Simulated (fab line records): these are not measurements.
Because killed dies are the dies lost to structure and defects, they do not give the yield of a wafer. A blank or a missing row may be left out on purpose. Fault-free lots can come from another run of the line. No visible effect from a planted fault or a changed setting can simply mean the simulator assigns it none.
A struck lot beside a sound one || flow sfq-line || 19 steps out of a route of 325
Sound: wafers L303.1, L303.3, L303.4. Struck: wafer L312.1 (left out: L312.2, a lot-mate that was not struck); the cause follows at the end.
Per side, at each step with rows, come the tool, then ch with its chambers, and then its first start. Under that, the readings that differ: sound wafers || struck wafers || difference of the means || sigmas: that difference in standard deviations of wafers without a fault.
alike: a reading whose means differ by less than 2 such deviations, as well as words and numbers matching on both sides. not compared: withheld readings; readings where some wafer has no value; bounds like >300 that might hide an equal value; numbers whose values overlap and for which the record gives no deviation.
The two part at a step that has a row with sigmas, a row that says differs or no value, or rows on one side only. Non-overlapping numbers with no deviation appear without sigmas and do not part them. A reading that every wafer of one side lacks parts them only if that side has two wafers or more.

first, 4 steps without rows for these wafers: SFQ_TRILAYER_L0_LITHO_SOFTBAKE_009; SFQ_TRILAYER_L0_LITHO_EXPOSE_006 (exposes mask L0, target cd 2000 nm); SFQ_TRILAYER_L0_LITHO_PEB_008 (peb time 60 s); SFQ_TRILAYER_L0_LITHO_DEVELOP_007 (time 60 s).
SFQ_TRILAYER_L0_BARC_OPEN_METAL_ETCH_010: etches BARC in O2, target depth 125 nm, time 41.7 s.
  sound on rie-metal-04 ch 0,1, day 3 18:35; struck on rie-metal-02 ch 0, day 4 20:32
  alike: drypump-motor-current-A, he-backside-leak-sccm, oes-product-au
  not compared: rf-hours-counter-h
SFQ_TRILAYER_L0_ETCH_METAL_ETCH_008: etches MoNx KI in SF6/O2, stops on SiO2, target depth 50 nm, time 25 s.
  sound on rie-metal-04 ch 0,1, day 3 18:38; struck on rie-metal-02 ch 0, day 4 20:35
{"reading": "oes-product-au (a.u.)", "sound": "0.886 0.879 0.885", "struck": 0.869, "difference": -0.014, "sigmas": -2}
  alike: drypump-motor-current-A, he-backside-leak-sccm
  not compared: rf-hours-counter-h
SFQ_TRILAYER_L0_STRIP_STRIP_009: strips in O2.
  sound on rie-metal-04 ch 0,1, day 3 18:41; struck on rie-metal-02 ch 0, day 4 20:38
  alike: drypump-motor-current-A, he-backside-leak-sccm, oes-product-au
  not compared: rf-hours-counter-h
then, 1 step without rows for these wafers: SFQ_TRILAYER_L0_STRIP_SOLV_CLEAN_010 (cleans in NMP, time 600 s).
SFQ_TRILAYER_L0_CAP_PECVD_011: deposits SiO2 from SiH4/N2O, time 13.333 s, target thk 60 nm.
  sound on pecvd-01 ch 0,1, day 3 19:28; struck on pecvd-04 ch 0, day 4 21:25
  alike: heater-power-w, throttle-valve-pct
then, 3 steps without rows for these wafers: SFQ_TRILAYER_L0_VIA_LITHO_COAT_018 (resist thk 62 nm); SFQ_TRILAYER_L0_VIA_LITHO_COAT_013 (resist thk 650 nm); SFQ_TRILAYER_L0_VIA_LITHO_SOFTBAKE_017.
SFQ_TRILAYER_L0_VIA_LITHO_EXPOSE_014: exposes mask L0V, target cd 700 nm.
  sound on krf-scanner-02 ch 0, day 4 22:38; struck on krf-scanner-02 ch 0, day 6 07:25
  alike: mask, stage-vel-mm-s
then, 2 steps without rows for these wafers: SFQ_TRILAYER_L0_VIA_LITHO_PEB_016 (peb time 60 s); SFQ_TRILAYER_L0_VIA_LITHO_DEVELOP_015 (time 60 s).
SFQ_L0V_OVL_MEAS_903:
  sound on overlay-01 at day 5 00:08; struck on overlay-01 at day 6 08:55
  alike: L0V_OVL
SFQ_TRILAYER_L0_VIA_BARC_OPEN_VIA_ETCH_021: etches BARC in O2, target depth 125 nm, time 41.7 s.
  sound on rie-diel-03 ch 0,1,2, day 5 00:10; struck on rie-diel-02 ch 2, day 6 08:57
{"reading": "rf-hours-counter-h (h)", "sound": "119 165 145", "struck": 32, "difference": -111, "sigmas": ""}
{"reading": "model.L0V.cd-nm (nm)", "sound": "701.9 701.5 701", "struck": 733.2, "difference": "+31.7", "sigmas": ""}
  alike: drypump-motor-current-A, oes-product-au
SFQ_TRILAYER_L0_VIA_ETCH_VIA_ETCH_016: etches SiO2 in CHF3, stops on MoNx KI, target depth 80 nm.
  sound on rie-diel-03 ch 0,1,2, day 5 00:13; struck on rie-diel-02 ch 2, day 6 08:59
{"reading": "model.L0V.cd-nm (nm)", "sound": "701.6 701.8 700.8", "struck": 733.9, "difference": "+32.5", "sigmas": ""}
  alike: drypump-motor-current-A, oes-product-au
SFQ_TRILAYER_L0_VIA_STRIP_STRIP_017: strips in O2.
  sound on rie-metal-01 ch 0,1, day 5 00:15; struck on rie-metal-03 ch 1, day 6 09:02
{"reading": "he-backside-leak-sccm (sccm)", "sound": "3.1 3.1 3.9", "struck": 7.0, "difference": "+3.6", "sigmas": "+10"}
  alike: drypump-motor-current-A, oes-product-au
  not compared: rf-hours-counter-h

WHERE THEY PART
First at SFQ_TRILAYER_L0_ETCH_METAL_ETCH_008; last, within this record, at SFQ_TRILAYER_L0_VIA_STRIP_STRIP_017.

WHY: what the simulator had put in
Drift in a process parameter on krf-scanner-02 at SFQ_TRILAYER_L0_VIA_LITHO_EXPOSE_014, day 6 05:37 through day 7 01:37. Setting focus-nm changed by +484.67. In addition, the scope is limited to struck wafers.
